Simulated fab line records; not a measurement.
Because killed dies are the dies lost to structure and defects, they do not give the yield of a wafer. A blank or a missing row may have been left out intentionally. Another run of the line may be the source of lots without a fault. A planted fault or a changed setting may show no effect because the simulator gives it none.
Chamber matching || flow gf180mcu || 4 sister chambers for GF_V4_CMP_04 on cmp-02
The step polishes SiO2. 4 wafers are shown with their chamber, then 10 later ones without.

== WAFERS WITH THEIR CHAMBER ==
{"wafer": "L078.3", "chamber": 2, "time-to-endpoint-s (s)": 74}
{"wafer": "L083.5", "chamber": 1, "time-to-endpoint-s (s)": 85}
{"wafer": "L088.1", "chamber": 0, "time-to-endpoint-s (s)": 82}
{"wafer": "L088.2", "chamber": 3, "time-to-endpoint-s (s)": 80}

== WAFERS WITHOUT THEIR CHAMBER ==
{"wafer": "L088.5", "time-to-endpoint-s (s)": 83}
{"wafer": "L090.2", "time-to-endpoint-s (s)": 77}
{"wafer": "L090.5", "time-to-endpoint-s (s)": 76}
{"wafer": "L090.6", "time-to-endpoint-s (s)": 84}
{"wafer": "L093.2", "time-to-endpoint-s (s)": 75}
{"wafer": "L093.3", "time-to-endpoint-s (s)": 70}
{"wafer": "L093.5", "time-to-endpoint-s (s)": 84}
{"wafer": "L097.3", "time-to-endpoint-s (s)": 73}
{"wafer": "L097.4", "time-to-endpoint-s (s)": 81}
{"wafer": "L097.6", "time-to-endpoint-s (s)": 77}

== EACH ONE'S CHAMBER ==
{"wafer": "L088.5", "from the rows above": "can't be placed: 0 or 1 or 3", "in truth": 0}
{"wafer": "L090.2", "from the rows above": "can't be placed: 2 or 3 or 0", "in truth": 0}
{"wafer": "L090.5", "from the rows above": "can't be placed: 2 or 3 or 0", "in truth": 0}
{"wafer": "L090.6", "from the rows above": "can't be placed: 1 or 0 or 3", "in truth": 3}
{"wafer": "L093.2", "from the rows above": "can't be placed: 2 or 3", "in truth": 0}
{"wafer": "L093.3", "from the rows above": 2, "in truth": 2}
{"wafer": "L093.5", "from the rows above": "can't be placed: 1 or 0 or 3", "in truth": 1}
{"wafer": "L097.3", "from the rows above": 2, "in truth": 2}
{"wafer": "L097.4", "from the rows above": "can't be placed: 0 or 3 or 1", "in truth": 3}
{"wafer": "L097.6", "from the rows above": "can't be placed: 2 or 3 or 0", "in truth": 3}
Correctly placed: 2 of 10. Unplaceable from these rows: 8, with the true chamber sitting among the candidates in 7. Number placed wrongly: 0.
How it was worked out, from the rows above alone: a wafer's distance from a chamber is the root of the sum, over the readings, of the square of ((its reading less the chamber's mean) divided by the reading's scatter). The wafer belongs to the nearest chamber; if the next one is less than 2 further off, it can't be placed. A chamber's mean is the mean of its shown wafers. The scatter: with one shown wafer a chamber, the root of the mean of the squares of how far each hidden wafer lies from its nearest shown one.
